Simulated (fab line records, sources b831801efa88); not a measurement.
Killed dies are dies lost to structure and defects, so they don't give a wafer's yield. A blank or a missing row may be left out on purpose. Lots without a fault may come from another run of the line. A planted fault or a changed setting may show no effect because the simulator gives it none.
fab line records | flow sky130
record lots=11 wafers=33 last_day=50
route steps=708 shown RES_PROTECT@214 LDD_N@246 LDD_P@262 PAD_OPEN@708
lots that met no fault: from a run of the same line without faults
start_h: hours from the record's first day to the start of the lot's first wafer shown | wait_h: hours since the lot's step before | " the same as in the row above | L1.1+2: a row that stands for several wafers | - no value, or no start given | * or withheld: withheld | < > ~ a bound
route shown NAME@n: a module of which the file shows steps, and the number in the route of the first | usual: mean/standard deviation of fault-free wafers | same: alike in all rows | chamber/n: place in a boat | sites: the reading at each site | _std_site: their standard deviation | _edge_site: outer sites' mean less inner sites' | radius_mm: how far each site lies from the wafer's centre | mask NAME#n: copy n | behind: the tool/chamber that last shaped the wafer | hold: why the lot was held/for how many hours/how that ended | device: the transistor (n, p or np) that didn't switch | end of line: the same wafers' tests at the end of the route | a step without rows: its recipe alone | killed: dies lost to structure and defects at the first sort, not the wafer's yield | map: a wafer's dies, x killed, . not, _ none there
set.NAME: the setting as run; set.NAME@STEP: as run at that earlier step | model.NAME: the simulator's own value behind a step, which no gauge read
steps of the route over a sample of lots; a table a step, a row a wafer
services: from which hour (start_h, from the record's first day; less than 0 if before it) a tool's chamber was out of use, for how many hours, and why
## steps
# step SKY_RES_PROTECT_STRIP_07
# recipe chemistry=O2/N2 power_w=1400 pressure_mtorr=1500 platen_temp_c=withheld o2_flow_sccm=3000 n2_flow_sccm=300 overash_fraction=0.5
# usual drypump_motor_current_A=5.4/0.44 o2_flow_sccm=3000/9.7 oes_product_au=0.518/0.0047 strip_time_to_endpoint_s=23.29/0.048
# columns lot.wafer tool chamber start_h wait_h drypump_motor_current_A o2_flow_sccm oes_product_au rf_hours_counter_h strip_time_to_endpoint_s
L544.2 plasma_asher-01 1 350.30 0.1 5.4 2994 0.517 24 23.18
L544.5 " 0 " " 6.0 3011 0.516 - 23.16
L544.6 " 1 " " 5.4 3016 0.502 - 23.18
L547.1 plasma_asher-02 1 376.95 0.1 5.2 3001 0.519 69 23.29
L547.2 " 0 " " 5.2 2995 0.519 69 23.28
L547.6 " 1 " " 5.2 3006 0.523 - 23.34
L548.3 plasma_asher-01 0 399.33 0.1 5.9 3000 0.528 - 23.35
L548.4 " 1 " " 5.4 2999 0.519 - 23.29
L548.5 " 0 " " 5.9 2984 0.528 - 23.29
L549.1 plasma_asher-04 1 399.60 0.1 6.1 3007 0.527 64 23.34
L549.2 " 0 " " 4.8 3000 0.522 64 23.35
L549.5 " 0 " " 4.8 3002 0.518 - 23.38
L551.1 plasma_asher-02 0 416.14 0.1 5.2 2991 0.522 71 23.30
L551.3 " 1 " " 5.1 2995 0.512 - 23.27
L551.5 " 1 " " 5.1 2996 0.522 - 23.27
L559.4 plasma_asher-01 1 477.61 0.1 5.4 3008 0.513 - 23.33
L559.5 " 1 " " 5.4 3010 0.516 - 23.31
L559.6 " 0 " " 6.0 2997 0.526 - 23.36
L561.1 plasma_asher-02 1 497.85 0.1 5.1 2990 0.513 6 23.24
L561.5 " 0 " " 5.2 2997 0.517 - 23.25
L561.6 " 1 " " 5.1 2995 0.525 - 23.24
L562.1 plasma_asher-02 0 507.74 0.1 5.2 2995 0.516 7 23.32
L562.4 " 0 " " 5.2 2991 0.508 - 23.30
L562.5 " 1 " " 5.1 3005 0.514 - 23.25
L563.2 plasma_asher-04 1 511.28 0.1 6.1 3002 0.523 76 23.26
L563.5 " 0 " " 4.8 3008 0.526 - 23.26
L563.6 " 1 " " 6.1 2992 0.512 - 23.28
L565.3 plasma_asher-04 0 531.89 0.1 4.8 2984 0.519 - 23.24
L565.4 " 1 " " 6.1 2994 0.523 - 23.25
L565.5 " 1 " " 6.1 2991 0.514 - 23.26
L566.1 plasma_asher-04 1 538.44 0.1 6.1 3015 0.519 79 23.29
L566.3 " 1 " " 6.1 3002 0.519 - 23.26
L566.4 " 0 " " 4.8 2989 0.513 - 23.30
# step SKY_LDD_N_IMPLANT_09
# recipe species=As energy_kev=20 dose_cm2=7.5e+13 tilt_deg=withheld rotation_deg=113
# usual dose_ions_cm2=7.501e+13/7.1e+10 faraday_current_uA=422/8.9
# columns lot.wafer tool chamber start_h wait_h dose_ions_cm2 faraday_current_uA
L544.2 implanter-02 0 412.96 0.1 7.505e+13 433
L544.5 " 0 " " 7.515e+13 429
L544.6 " 0 " " 7.504e+13 419
L547.1 implanter-02 0 439.68 0.1 7.495e+13 429
L547.2 " 0 " " 7.501e+13 416
L547.6 " 0 " " 7.49e+13 424
L548.3 implanter-02 0 465.98 0.1 3.211e+13 178
L548.4 " 0 " " 3.208e+13 184
L548.5 " 0 " " 3.213e+13 183
L549.1 implanter-04 0 467.13 0.1 7.522e+13 422
L549.2 " 0 " " 7.487e+13 418
L549.5 " 0 " " 7.492e+13 409
L551.1 implanter-02 0 481.63 0.1 3.206e+13 177
L551.3 " 0 " " 3.217e+13 186
L551.5 " 0 " " 3.202e+13 181
L559.4 implanter-01 0 541.61 0.1 7.489e+13 413
L559.5 " 0 " " 7.487e+13 419
L559.6 " 0 " " 7.51e+13 407
L561.1 implanter-02 0 562.48 0.1 7.506e+13 422
L561.5 " 0 " " 7.508e+13 428
L561.6 " 0 " " 7.501e+13 430
L562.1 implanter-02 0 573.13 0.1 7.499e+13 420
L562.4 " 0 " " 7.511e+13 408
L562.5 " 0 " " 7.5e+13 418
L563.2 implanter-02 0 577.11 0.1 7.491e+13 429
L563.5 " 0 " " 7.507e+13 417
L563.6 " 0 " " 7.488e+13 436
L565.3 implanter-01 0 596.13 0.1 7.499e+13 419
L565.4 " 0 " " 7.501e+13 413
L565.5 " 0 " " 7.498e+13 425
L566.1 implanter-01 0 601.43 0.1 7.497e+13 423
L566.3 " 0 " " 7.484e+13 422
L566.4 " 0 " " 7.487e+13 436
# step SKY_LDD_N_STRIP_16
# recipe chemistry=O2/N2 power_w=1400 pressure_mtorr=1500 platen_temp_c=withheld o2_flow_sccm=3000 n2_flow_sccm=300 overash_fraction=0.5
# usual drypump_motor_current_A=5.5/0.47 o2_flow_sccm=3000/7.7 oes_product_au=0.407/0.0046 strip_time_to_endpoint_s=4.314/0.016
# columns lot.wafer tool chamber start_h wait_h drypump_motor_current_A o2_flow_sccm oes_product_au rf_hours_counter_h strip_time_to_endpoint_s
L544.2 plasma_asher-02 0 413.98 0.1 5.2 3010 0.406 71 4.312
L544.5 " 1 " " 5.1 2996 0.408 - 4.314
L544.6 " 0 " " 5.2 3010 0.408 - 4.309
L547.1 plasma_asher-02 0 440.73 0.1 5.2 3005 0.414 1 4.344
L547.2 " 1 " " 5.1 2999 0.411 1 4.337
L547.6 " 1 " " 5.1 3014 0.400 - 4.330
L548.3 plasma_asher-02 0 467.01 0.1 5.2 2999 0.406 - 4.200
L548.4 " 1 " " 5.1 3000 0.407 - 4.199
L548.5 " 0 " " 5.2 2990 0.409 - 4.176
L549.1 plasma_asher-03 1 468.18 0.1 6.0 3008 0.406 68 4.310
L549.2 " 0 " " 6.1 3007 0.409 68 4.306
L549.5 " 1 " " 6.0 3009 0.403 - 4.312
L551.1 plasma_asher-04 1 482.68 0.1 6.1 3001 0.401 73 4.203
L551.3 " 1 " " 6.1 3003 0.411 - 4.209
L551.5 " 1 " " 6.1 3006 0.408 - 4.195
L559.4 plasma_asher-02 1 542.61 0.1 5.1 3007 0.409 - 4.334
L559.5 " 0 " " 5.2 2993 0.415 - 4.314
L559.6 " 1 " " 5.1 2996 0.404 - 4.338
L561.1 plasma_asher-03 0 563.53 0.1 6.1 3001 0.405 78 4.326
L561.5 " 0 " " 6.2 3005 0.411 - 4.338
L561.6 " 1 " " 5.9 2999 0.410 - 4.319
L562.1 plasma_asher-02 0 574.18 0.1 5.2 2991 0.411 14 4.309
L562.4 " 1 " " 5.1 2995 0.411 - 4.323
L562.5 " 0 " " 5.2 2996 0.410 - 4.317
L563.2 plasma_asher-03 1 578.13 0.1 6.0 3003 0.406 79 4.318
L563.5 " 1 " " 6.0 3013 0.411 - 4.331
L563.6 " 0 " " 6.1 2996 0.408 - 4.333
L565.3 plasma_asher-02 1 597.16 0.1 5.1 2998 0.407 - 4.302
L565.4 " 0 " " 5.2 2997 0.412 - 4.308
L565.5 " 0 " " 5.2 2992 0.410 - 4.314
L566.1 plasma_asher-03 1 602.48 0.1 6.0 2992 0.409 81 4.286
L566.3 " 0 " " 6.1 2989 0.404 - 4.295
L566.4 " 1 " " 6.0 2995 0.405 - 4.283
# step SKY_LDD_N_TW_MEAS_17
# usual LDD_N_TW=2551/27
# columns lot.wafer tool chamber start_h wait_h LDD_N_TW
L544.2 film_metro-02 - 414.09 0.1 2585
L544.5 " - " " 2601
L544.6 " - " " 2594
L547.1 film_metro-02 - 440.83 0.1 2591
L547.2 " - " " 2585
L547.6 " - " " 2597
L548.3 film_metro-03 - 467.10 0.1 2465
L548.4 " - " " 2454
L548.5 " - " " 2469
L549.1 film_metro-03 - 468.28 0.1 2543
L549.2 " - " " 2542
L549.5 " - " " 2519
L551.1 film_metro-03 - 482.78 0.1 2459
L551.3 " - " " 2451
L551.5 " - " " 2462
L559.4 film_metro-02 - 542.71 0.1 2596
L559.5 " - " " 2601
L559.6 " - " " 2599
L561.1 film_metro-04 - 563.63 0.1 2535
L561.5 " - " " 2525
L561.6 " - " " 2548
L562.1 film_metro-03 - 574.28 0.1 2511
L562.4 " - " " 2540
L562.5 " - " " 2521
L563.2 film_metro-04 - 578.24 0.1 2562
L563.5 " - " " 2558
L563.6 " - " " 2545
L565.3 film_metro-03 - 597.25 0.1 2526
L565.4 " - " " 2530
L565.5 " - " " 2530
L566.1 film_metro-03 - 602.58 0.1 2537
L566.3 " - " " 2551
L566.4 " - " " 2523
# step SKY_LDD_P_CD_MEAS_07
# recipe target_cd_nm=380
# usual cd_nm=379.1/2.4
# columns lot.wafer tool chamber start_h wait_h cd_nm
L544.2 cd_sem-01 - 444.32 0.1 380.2
L544.5 " - " " 381.7
L544.6 " - " " 378.1
L547.1 cd_sem-01 - 471.79 0.1 378.9
L547.2 " - " " 378.9
L547.6 " - " " 379.9
L548.3 cd_sem-01 - 497.58 0.1 378.4
L548.4 " - " " 377.6
L548.5 " - " " 378.7
L549.1 cd_sem-02 - 499.40 0.1 379.6
L549.2 " - " " 380.8
L549.5 " - " " 381.1
L551.1 cd_sem-02 - 513.29 0.1 379.4
L551.3 " - " " 379.9
L551.5 " - " " 378.3
L559.4 cd_sem-02 - 572.54 0.1 376.4
L559.5 " - " " 378.2
L559.6 " - " " 379.2
L561.1 cd_sem-02 - 593.09 0.1 378.5
L561.5 " - " " 379.6
L561.6 " - " " 377.6
L562.1 cd_sem-01 - 603.74 0.1 376.4
L562.4 " - " " 378.3
L562.5 " - " " 378.4
L563.2 cd_sem-01 - 607.71 0.1 381.3
L563.5 " - " " 382.0
L563.6 " - " " 382.9
L565.3 cd_sem-01 - 626.53 0.1 382.1
L565.4 " - " " 382.7
L565.5 " - " " 380.7
L566.1 cd_sem-01 - 632.74 0.1 380.4
L566.3 " - " " 382.6
L566.4 " - " " 381.5
# step SKY_LDD_P_TW_MEAS_11
# usual LDD_P_TW=630/6.9
# columns lot.wafer tool chamber start_h wait_h LDD_P_TW
L544.2 film_metro-04 - 444.73 0.1 622
L544.5 " - " " 621
L544.6 " - " " 623
L547.1 film_metro-01 - 472.20 0.1 635
L547.2 " - " " 638
L547.6 " - " " 635
L548.3 film_metro-01 - 497.97 0.1 636
L548.4 " - " " 636
L548.5 " - " " 639
L549.1 film_metro-01 - 499.80 0.1 639
L549.2 " - " " 636
L549.5 " - " " 634
L551.1 film_metro-03 - 513.70 0.1 625
L551.3 " - " " 628
L551.5 " - " " 625
L559.4 film_metro-03 - 572.92 0.1 624
L559.5 " - " " 624
L559.6 " - " " 624
L561.1 film_metro-03 - 593.50 0.1 625
L561.5 " - " " 622
L561.6 " - " " 620
L562.1 film_metro-04 - 604.15 0.1 627
L562.4 " - " " 631
L562.5 " - " " 631
L563.2 film_metro-01 - 608.11 0.1 638
L563.5 " - " " 640
L563.6 " - " " 637
L565.3 film_metro-01 - 626.92 0.1 632
L565.4 " - " " 634
L565.5 " - " " 633
L566.1 film_metro-03 - 633.18 0.1 620
L566.3 " - " " 622
L566.4 " - " " 622
# step SKY_PAD_OPEN_PROBE_99
# usual killed_at_M0_to_M3=42/6.7 killed_at_M4_up=3.3/2.1 killed_at_contacts=24/5.1 killed_at_front_end=15/4.6 killed_at_other=0.3/0.58 killed_dies=85/9.9 killed_on_rim=17/3.7 killed_open=46/6.9 killed_short=38/7
# same gross_dies=492 killed_at_back_side=0
# columns lot.wafer tool chamber start_h wait_h killed_at_M0_to_M3 killed_at_M4_up killed_at_contacts killed_at_front_end killed_at_other killed_dies killed_on_rim killed_open killed_short
L551.5 prober-01 - 1134.72 0.2 43 4 28 19 1 95 23 54 41
# killed by level:class
L551.5 LI_CONTACT:geometric_particle:open=15 VIA3:geometric_particle:open=9 VIA2:geometric_particle:open=7 FIELD_ISO:geometric_particle:open=6 VIA1:geometric_particle:open=6 POLY_GATE:geometric_particle:short=5 CONTACT:geometric_particle:open=5 VIA1:geometric_particle:short=5
## services
# columns tool chamber start_h hours kind
plasma_asher-02 - 332.42 14.6 pm
plasma_asher-04 - 341.54 10.1 repair
implanter-01 - 365.73 77.2 pm
plasma_asher-02 - 384.96 13.3 repair
plasma_asher-03 - 397.36 1.1 repair
plasma_asher-02 - 421.25 9.0 pm
plasma_asher-02 0 421.25 9.0 vent_cycle
plasma_asher-02 1 421.25 9.0 vent_cycle
plasma_asher-02 - 430.25 2.8 pm
plasma_asher-02 0 430.25 - clean
plasma_asher-02 1 430.25 - clean
implanter-01 - 442.90 2.6 pm
implanter-02 - 447.93 1.7 repair
implanter-01 - 452.55 1.7 repair
implanter-04 - 469.83 124.3 pm
plasma_asher-03 - 542.43 2.7 repair
plasma_asher-03 - 592.03 2.8 pm
plasma_asher-03 - 595.31 6.1 repair
implanter-02 - 596.53 2.1 repair
implanter-04 - 599.74 2.7 repair
implanter-02 - 601.94 4.2 repair
## key
first_sign step=SKY_LDD_N_IMPLANT_09 reading=dose_ions_cm2 direction=down sigmas=99+ usual=* struck=*
effect step=SKY_LDD_N_IMPLANT_09 reading=faraday_current_uA direction=down sigmas=27 usual=422 struck=181
effect step=SKY_LDD_N_STRIP_16 reading=strip_time_to_endpoint_s direction=down sigmas=7.5 usual=* struck=*
effect step=SKY_LDD_N_TW_MEAS_17 reading=LDD_N_TW direction=down sigmas=3.4 usual=2551 struck=2460
met_at SKY_LDD_N_IMPLANT_09
struck_lots L548,L551
tester_left_out L548,L551
not_acting_at SKY_RES_PROTECT_STRIP_07,SKY_LDD_P_CD_MEAS_07,SKY_LDD_P_TW_MEAS_11
onset_between 439.68 465.98
fault kind=process_parameter_drift tool=implanter-02 chamber=- onset_h=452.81 steps=SKY_LDD_N_IMPLANT_09 channel=dose_cm2 offset=* shape=step end_h=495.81 acts_in=* stated=*
# tester_left_out: of these lots the tester's yield and bins aren't shown, on N5 and GAA mostly nor the transistor test; their killed dies are dies lost to structure and defects alone, not to doping, threshold or leakage, so they don't give the yield
